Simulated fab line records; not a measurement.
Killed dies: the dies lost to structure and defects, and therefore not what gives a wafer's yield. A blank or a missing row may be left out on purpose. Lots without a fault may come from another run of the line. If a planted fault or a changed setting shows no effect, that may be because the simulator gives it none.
Chamber matching / flow gf180mcu / cmp-01 running GF_V2_CMP_26: 4 sister chambers
The step polishes, stops on SiO2, t overpolish 15 s, target thk 0 nm. 14 wafers are shown with their chamber, then 6 later ones without.

EACH WAFER AND ITS CHAMBER
wafer=L336.2; chamber=1; motor current A (A)=13.5; time to endpoint s (s)=84
wafer=L336.3; chamber=0; motor current A (A)=11.3; time to endpoint s (s)=87
wafer=L336.6; chamber=1; motor current A (A)=13.6; time to endpoint s (s)=83
wafer=L337.1; chamber=3; motor current A (A)=11.4; time to endpoint s (s)=85
wafer=L337.3; chamber=2; motor current A (A)=10.7; time to endpoint s (s)=83
wafer=L337.4; chamber=1; motor current A (A)=13.1; time to endpoint s (s)=83
wafer=L339.1; chamber=0; motor current A (A)=11.5; time to endpoint s (s)=81
wafer=L339.2; chamber=1; motor current A (A)=13.2; time to endpoint s (s)=78
wafer=L339.5; chamber=3; motor current A (A)=11.0; time to endpoint s (s)=85
wafer=L342.1; chamber=1; motor current A (A)=13.9; time to endpoint s (s)=79
wafer=L342.4; chamber=0; motor current A (A)=11.0; time to endpoint s (s)=79
wafer=L342.5; chamber=2; motor current A (A)=11.4; time to endpoint s (s)=83
wafer=L346.4; chamber=2; motor current A (A)=10.9; time to endpoint s (s)=85
wafer=L346.5; chamber=1; motor current A (A)=14.1; time to endpoint s (s)=78

SIGNATURES, as means of the wafers listed above
reading=motor current A; chamber 0=11.267; chamber 1=13.567; chamber 2=11.000; chamber 3=11.200; scatter within a chamber=0.349
reading=time to endpoint s; chamber 0=82.33; chamber 1=80.83; chamber 2=83.67; chamber 3=85.00; scatter within a chamber=2.76
Rule: for each reading, subtract the chamber's mean from the wafer's reading, divide by that reading's scatter and square the result; add these up over the readings and take the root, which gives the wafer's distance from the chamber. The wafer belongs to the nearest chamber; if the next one is less than 2 further off, it can't be placed. How the scatter is found: for the shown wafers, subtract from each reading the mean of its chamber, square and add these, divide the total by (wafers less chambers), then take the root.

WAFERS WITH NO CHAMBER GIVEN
wafer=L346.6; motor current A (A)=10.9; time to endpoint s (s)=83
wafer=L351.2; motor current A (A)=13.9; time to endpoint s (s)=78
wafer=L351.4; motor current A (A)=10.8; time to endpoint s (s)=71
wafer=L351.5; motor current A (A)=11.4; time to endpoint s (s)=76
wafer=L353.2; motor current A (A)=11.4; time to endpoint s (s)=90
wafer=L353.6; motor current A (A)=11.3; time to endpoint s (s)=76

WHICH CHAMBER EACH ONE RAN IN
wafer=L346.6; from the rows above=can't be placed: 2 or 0 or 3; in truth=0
wafer=L351.2; from the rows above=1; in truth=1
wafer=L351.4; from the rows above=can't be placed: 0 or 2 or 3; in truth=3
wafer=L351.5; from the rows above=can't be placed: 0 or 2 or 3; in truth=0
wafer=L353.2; from the rows above=can't be placed: 3 or 2 or 0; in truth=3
wafer=L353.6; from the rows above=can't be placed: 0 or 2 or 3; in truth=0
1 of 6 placed correctly. From these rows, 5 cannot be placed; in 5 the true chamber is one of the candidates. Wrongly placed: 0.
